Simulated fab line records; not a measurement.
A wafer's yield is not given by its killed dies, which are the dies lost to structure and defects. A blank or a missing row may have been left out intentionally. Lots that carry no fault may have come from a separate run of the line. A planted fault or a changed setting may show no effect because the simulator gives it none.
The tool behind it: which one? || flow sky130 || Sampling: 7 lots, 21 wafers, 2 of 708 route steps

== WHAT THE GAUGES SHOWED, per wafer ==
SKY_VT_ADJUST_HVTR_OVL_MEAS_08.
{"lot": "L172", "measured": "day 10 16:22", "on": "overlay-01", "VT_ADJUST_HVTR_OVL (nm)": "-0.2 -1.0 0.9"}
{"lot": "L174", "measured": "day 11 12:28", "on": "overlay-01", "VT_ADJUST_HVTR_OVL (nm)": "1.8 1.9 1.9"}
{"lot": "L185", "measured": "day 13 12:22", "on": "overlay-01", "VT_ADJUST_HVTR_OVL (nm)": "1.9 -1.5 -0.8"}
{"lot": "L189", "measured": "day 14 23:20", "on": "overlay-01", "VT_ADJUST_HVTR_OVL (nm)": "-2.8 -1.1 -0.5"}
{"lot": "L191", "measured": "day 15 09:13", "on": "overlay-02", "VT_ADJUST_HVTR_OVL (nm)": "0.4 -1.1 0.1"}
{"lot": "L193", "measured": "day 15 21:58", "on": "overlay-01", "VT_ADJUST_HVTR_OVL (nm)": "-0.8 1.0 1.0"}
{"lot": "L195", "measured": "day 16 15:34", "on": "overlay-01", "VT_ADJUST_HVTR_OVL (nm)": "-1.1 1.3 -1.8"}

== TOOL THAT RAN EACH LOT (tool first, then ch and the chambers of the sampled wafers, then the start) ==
{"lot": "L172", "SKY_VT_ADJUST_NCORE_STRIP_10": "plasma-asher-01 ch 0,1, day 9 18:10"}
{"lot": "L174", "SKY_VT_ADJUST_NCORE_STRIP_10": "plasma-asher-03 ch 0,1, day 10 13:57"}
{"lot": "L185", "SKY_VT_ADJUST_NCORE_STRIP_10": "plasma-asher-01 ch 0,1, day 12 10:59"}
{"lot": "L189", "SKY_VT_ADJUST_NCORE_STRIP_10": "plasma-asher-03 ch 0,1, day 13 20:44"}
{"lot": "L191", "SKY_VT_ADJUST_NCORE_STRIP_10": "plasma-asher-02 ch 0,1, day 14 06:45"}
{"lot": "L193", "SKY_VT_ADJUST_NCORE_STRIP_10": "plasma-asher-01 ch 0, day 14 18:39"}
{"lot": "L195", "SKY_VT_ADJUST_NCORE_STRIP_10": "plasma-asher-03 ch 0,1, day 15 11:37"}
- SKY_VT_ADJUST_NCORE_STRIP_10: strips in O2/N2.

== THE ANSWER, worked out from the rows above alone ==
Rule: the usual values come from the lots themselves. Put in order of their means at a reading, lots are off if they are a third of the lots or fewer, leave a main group of 4 or more, and stand apart from it by a gap of 3 or more times the standard deviation of the main group's means; of several such gaps the widest counts. The tables above print the reading to a certain number of digits; a main group whose means all agree to those digits is not used. Also off: a lot with no number at a reading for which 4 or more lots have one. Any other lot the step has rows for is counted as sound.
Nothing can be told from this: no lot is off at any reading shown.

== WHAT THE SIMULATOR HAD PUT IN ==
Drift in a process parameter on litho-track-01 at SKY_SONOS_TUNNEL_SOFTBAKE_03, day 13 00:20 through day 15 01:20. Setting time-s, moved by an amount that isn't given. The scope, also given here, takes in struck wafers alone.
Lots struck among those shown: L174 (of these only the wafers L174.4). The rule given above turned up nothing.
